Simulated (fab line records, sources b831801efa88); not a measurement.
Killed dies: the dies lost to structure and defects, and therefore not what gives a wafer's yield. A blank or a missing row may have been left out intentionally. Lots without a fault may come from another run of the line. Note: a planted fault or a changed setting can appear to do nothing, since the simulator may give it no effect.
What tool caused it?	flow gf180mcu	15 lots, 45 wafers sampled, at 4 steps of a route of 602

== WHAT EACH GAUGE READ, for each wafer ==
GF_HV_LDD_TW_MEAS_23.
lot	measured	on	HV_LDD_2_TW
L487	day 10 12:34	film-metro-03	1060 1066 1059
L488	day 11 00:07	film-metro-03	1062 1058 1051
L489	day 11 02:32	film-metro-02	1052 1049 1049
L490	day 11 15:47	film-metro-01	1056 1056 1067
L492	day 12 10:01	film-metro-02	1051 1052 1050
L491	day 12 11:13	film-metro-01	1068 1057 1061
L495	day 13 17:19	film-metro-01	1063 1062 1066
L497	day 14 10:10	film-metro-02	1049 1053 1056
L498	day 14 10:22	film-metro-02	1055 1055 1056
L501	day 15 06:07	film-metro-01	30 30 30
L500	day 15 07:19	film-metro-03	30 30 30
L502	day 15 20:58	film-metro-02	30 30 30
L508	day 17 03:22	film-metro-03	1063 1064 1058
L509	day 17 09:50	film-metro-03	1058 1058 1057
L510	day 17 17:34	film-metro-02	1050 1038 1048

GF_CONTACT_CD_MEAS_14 targets a cd of 220 nm.
lot	measured	on	cd-nm (nm)
L487	day 15 11:46	cd-sem-01	218.7 217.5 220.9
L488	day 16 02:23	cd-sem-01	221.9 221.4 222.8
L489	day 16 07:29	cd-sem-02	221.0 220.3 220.2
L490	day 17 00:16	cd-sem-02	219.8 220.2 220.6
L492	day 17 20:30	cd-sem-02	220.1 219.2 220.2
L491	day 17 21:39	cd-sem-01	218.0 218.6 218.0
L495	day 19 14:25	cd-sem-02	219.0 220.4 221.5
L497	day 20 11:22	cd-sem-01	219.8 219.7 220.6
L498	day 20 11:39	cd-sem-02	220.1 219.9 221.1
L508	day 23 08:57	cd-sem-02	220.3 220.3 220.8
L509	day 23 15:10	cd-sem-02	218.9 220.0 219.9
L510	day 24 00:18	cd-sem-01	219.6 218.8 219.9

== TOOL THAT RAN EACH LOT (tool first, then ch and the chambers of the sampled wafers, then the start) ==
lot	GF_POLY_GATE_ETCH_13	GF_HV_LDD_IMPLANT_21
L487	rie-si-01 ch 0,1,2, day 8 23:55	implanter-02 ch 0, day 10 12:20
L488	rie-si-02 ch 1,2, day 9 09:31	implanter-02 ch 0, day 10 23:54
L489	rie-si-01 ch 0,1,2, day 9 12:07	implanter-01 ch 0, day 11 02:19
L490	rie-si-01 ch 0,1,2, day 10 02:06	implanter-02 ch 0, day 11 15:33
L492	rie-si-01 ch 0,1,2, day 10 18:35	implanter-03 ch 0, day 12 09:46
L491	rie-si-02 ch 1,2,3, day 10 20:31	implanter-01 ch 0, day 12 10:58
L495	rie-si-02 ch 0,1,3, day 11 21:46	implanter-03 ch 0, day 13 17:04
L497	rie-si-02 ch 0,1,2, day 12 12:00	implanter-03 ch 0, day 14 09:56
L498	rie-si-01 ch 0,1,2, day 12 12:10	implanter-02 ch 0, day 14 10:07
L501	rie-si-01 ch 0,1,3, day 13 10:18	implanter-01, day 15 05:52
L500	rie-si-02 ch 0,2,3, day 13 10:46	implanter-02, day 15 07:05
L502	rie-si-01 ch 1,2,3, day 14 00:27	implanter-01, day 15 20:43
L508	rie-si-01 ch 0,1,2, day 15 04:50	implanter-01 ch 0, day 17 03:07
L509	rie-si-01 ch 0,2, day 15 11:47	implanter-01 ch 0, day 17 09:36
L510	rie-si-01 ch 1,2, day 15 17:17	implanter-02 ch 0, day 17 17:19
- GF_POLY_GATE_ETCH_13: etches poly-Si in HBr/Cl2, stops on SiO2, target depth 198.5 nm, time 69.6 s.
- GF_HV_LDD_IMPLANT_21

== AS READ BY THE TOOLS THEMSELVES (means over the sampled wafers that have a number; for cases with no such wafer, the mark the record gives instead) ==
GF_POLY_GATE_ETCH_13.
lot	tool	drypump-motor-current-A (A)	oes-product-au (a.u.)	throttle-valve-pct (%)
L487	rie-si-01	5.8	0.992	33.693
L488	rie-si-02	5.3	0.986	33.694
L489	rie-si-01	5.8	0.996	33.678
L490	rie-si-01	5.8	0.990	33.679
L492	rie-si-01	5.8	0.999	33.687
L491	rie-si-02	5.6	0.995	33.685
L495	rie-si-02	5.5	0.988	33.679
L497	rie-si-02	5.6	0.990	33.686
L498	rie-si-01	5.9	1.003	33.686
L501	rie-si-01	5.7	0.985	33.679
L500	rie-si-02	5.9	0.988	33.687
L502	rie-si-01	5.5	0.994	33.681
L508	rie-si-01	5.8	0.993	33.677
L509	rie-si-01	6.1	0.997	33.676
L510	rie-si-01	5.6	0.986	33.687

GF_HV_LDD_IMPLANT_21.
lot	tool	beam-energy-keV	beam-on-s (s)
L487	implanter-02	25.491	9.95
L488	implanter-02	25.497	10.18
L489	implanter-01	25.503	9.98
L490	implanter-02	25.512	10.14
L492	implanter-03	25.502	9.96
L491	implanter-01	25.500	10.13
L495	implanter-03	25.506	9.99
L497	implanter-03	25.490	9.95
L498	implanter-02	25.490	10.23
L501	implanter-01	-	-
L500	implanter-02	-	-
L502	implanter-01	-	-
L508	implanter-01	25.495	9.91
L509	implanter-01	25.495	10.03
L510	implanter-02	25.498	9.80

== THE ANSWER, worked out from the rows above alone ==
Rule: the usual values come from the lots themselves. Put in order of their means at a reading, lots are off if they are a third of the lots or fewer, leave a main group of 4 or more, and stand apart from it by a gap of 3 or more times the standard deviation of the main group's means; of several such gaps the widest counts. If all means in a main group match to the digits the tables above print for the reading, that group is not used. A lot without any number at a reading at which 4 lots or more have one is off too. All remaining lots with rows at the step are treated as sound. After the gauges, taken in route order, come the tools' own readings; for these a lot's mean is taken, as printed above. At the first step where some lot is off, the reading lying furthest off is the one used; lots without a number count as furthest.
Off: L501, L500, L502, at GF_HV_LDD_TW_MEAS_23 (HV_LDD_2_TW). For the main group the mean is 1056 and the standard deviation 5.5.
A tool fits if, at a process step before that reading, it ran every lot that is off, and no sound lot after the first of them. Not tried: the gauges at GF_HV_LDD_TW_MEAS_23; whatever is off there is also off at GF_HV_LDD_IMPLANT_21, on other tools, and gauge error can't account for it. None of those tried fits.

== WHAT THE SIMULATOR HAD PUT IN ==
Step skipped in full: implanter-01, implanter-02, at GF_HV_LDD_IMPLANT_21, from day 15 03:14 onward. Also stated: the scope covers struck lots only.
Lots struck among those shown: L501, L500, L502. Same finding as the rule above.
